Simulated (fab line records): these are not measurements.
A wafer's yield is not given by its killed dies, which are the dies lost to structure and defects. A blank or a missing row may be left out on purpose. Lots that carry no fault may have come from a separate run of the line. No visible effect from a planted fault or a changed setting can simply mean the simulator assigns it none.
Split-lot study    flow sky130    on a route of 708 steps: 5 lots, 23 wafers read

== ON THE SPLIT ==
At SKY_POLY_CUT_COAT_02 (resist thk 60 nm), the setting spin rpm was moved away from the recipe's 3000 rpm on 9 of the 23 wafers read, by -7.1% to +4.9%. This setting was run at the recipe's value on the other wafers.

Split to reading: the file shows no intervening step.

== THE READING ==
oes product au, in a.u., at SKY_POLY_CUT_ETCH_10 (etches BARC in N2/H2, stops on SiO2, time 45.9 s, target depth 60 nm). A value of 0.854 a.u. with a standard deviation of 0.0047 a.u. is what fault-free wafers of this fab line usually give.

wafer   tool, chamber at the split  spin rpm as run, rpm  against the recipe  oes product au, a.u.  against lot-mates on the recipe
L074.1  litho track-03, 0           2787                  -7.1%               0.862                 +0.013
L074.2  litho track-03, 0           2787                  -7.1%               0.870                 +0.021
L074.3  litho track-03, 0           3000                  recipe              0.852                 -
L074.4  litho track-03, 0           3000                  recipe              0.846                 -
L074.6  litho track-03, 0           2787                  -7.1%               0.863                 +0.014
L076.2  litho track-04, 0           3000                  recipe              0.856                 -
L076.3  litho track-04, 0           3000                  recipe              0.851                 -
L076.4  litho track-04, 0           2895                  -3.5%               0.863                 +0.008
L076.5  litho track-04, 0           3000                  recipe              0.857                 -
L076.6  litho track-04, 0           2895                  -3.5%               0.870                 +0.015
L078.1  litho track-04, 0           3148                  +4.9%               0.842                 -0.013
L078.2  litho track-04, 0           3000                  recipe              0.852                 -
L078.3  litho track-04, 0           3000                  recipe              0.854                 -
L078.4  litho track-04, 0           3000                  recipe              0.859                 -
L078.6  litho track-04, 0           3148                  +4.9%               0.843                 -0.012
L080.2  litho track-04, 0           3000                  recipe              0.858                 -
L080.4  litho track-04, 0           3000                  recipe              0.857                 -
L080.6  litho track-04, 0           3000                  recipe              0.850                 -
L084.1  litho track-03, 0           2873                  -4.2%               0.863                 +0.004
L084.2  litho track-03, 0           3000                  recipe              0.855                 -
L084.3  litho track-03, 0           3000                  recipe              0.863                 -
L084.4  litho track-03, 0           3000                  recipe              0.858                 -
L084.6  litho track-03, 0           2873                  -4.2%               0.868                 +0.009

THE FIT
A straight line over all 23 wafers: oes product au changes by -0.00197 a.u. for each +1% of spin rpm; r = -0.82; the points scatter about the line by 0.0046 a.u.
The same after taking each lot's own level away (the mean of its wafers on the recipe; 23 wafers): -0.00234 a.u. for each +1%; r = -0.91; scatter 0.0035 a.u.
The reading moves by 0.017 a.u. for the largest change in spin rpm, on that fit.
The span of the lots' own levels, 0.8490 to 0.8587 a.u., comes to 2.1 times the standard deviation stated above.
Hence the slope depends on the lot-to-lot level, as the two fits are not the same.
Check: with one of the wafers moved furthest among these (-7.1%) left out of the fit, the line predicts +0.0173 a.u. for it against its lot-mates. Against them it came out at +0.013 a.u.

== OTHER SPLITS APPLIED TO THESE WAFERS ==
Other splits were also applied to these wafers ahead of the reading. Each is held against what the fit with the lots' levels taken away leaves over:
other split on the same wafers            wafers away from the commonest value  r with oes product au (lot level and that fit taken away)
SKY_GATE_OXIDE_DEVELOP_09 develop time s  3                                     +0.15
SKY_RES_PROTECT_SOFTBAKE_03 temp c        11                                    +0.10
SKY_RES_PROTECT_DEVELOP_06 dev temp c     5                                     +0.21
SKY_POLY_GATE_ETCH_17 time s              12                                    +0.02
SKY_LDD_N_COAT_02 resist thk nm           6                                     +0.14
SKY_LDD_N_DEVELOP_06 dev temp c           11                                    -0.34
SKY_LDD_P_DEVELOP_06 develop time s       9                                     +0.20
SKY_LDD_LDN_IMPLANT_11 energy kev         7                                     +0.10

== THE FILE'S OWN FIT ==
oes product au changes by -0.00235 a.u. for each +1% of spin rpm, r = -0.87.
